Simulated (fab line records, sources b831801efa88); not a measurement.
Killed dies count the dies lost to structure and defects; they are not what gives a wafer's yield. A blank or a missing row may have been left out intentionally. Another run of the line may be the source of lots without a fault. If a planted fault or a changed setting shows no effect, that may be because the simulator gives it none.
Chamber matching ; flow sky130 ; cmp-01 running SKY_VIA1_CMP_24: 4 sister chambers
The step polishes, stops on SiO2, t overpolish 15 s, target thk 0 nm. 4 wafers are shown with their chamber, then 7 later ones without.

EACH WAFER AND ITS CHAMBER
wafer;chamber;motor-current-A (A)
L653.6;0;10.9
L654.1;2;11.1
L654.4;1;11.8
L654.6;3;11.2

WAFERS MISSING THEIR CHAMBER
wafer;motor-current-A (A)
L657.3;10.8
L657.5;11.5
L657.6;11.6
L663.4;11.3
L663.5;11.2
L663.6;11.3
L666.4;11.5

WHICH CHAMBER EACH WENT THROUGH
wafer;from the rows above;in truth
L657.3;can't be placed: 0 or 2 or 3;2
L657.5;can't be placed: 1 or 3 or 2 or 0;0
L657.6;can't be placed: 1 or 3 or 2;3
L663.4;can't be placed: 3 or 2 or 0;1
L663.5;can't be placed: 3 or 2 or 0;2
L663.6;can't be placed: 3 or 2 or 0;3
L666.4;can't be placed: 1 or 3 or 2 or 0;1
Correct placement for 0 of the 7. Cannot be placed on the basis of these rows: 7; the candidates contain the true chamber in 6. Placed wrongly: 0.
How it was worked out, from the rows above alone: a wafer's distance from a chamber is the root of the sum, over the readings, of the square of ((its reading less the chamber's mean) divided by the reading's scatter). If the next closest chamber is less than 2 further off than the closest, the wafer can't be placed; otherwise it belongs to the closest. For every chamber, the mean is computed from those of its wafers that are shown. The scatter: with one shown wafer a chamber, the root of the mean of the squares of how far each hidden wafer lies from its nearest shown one.
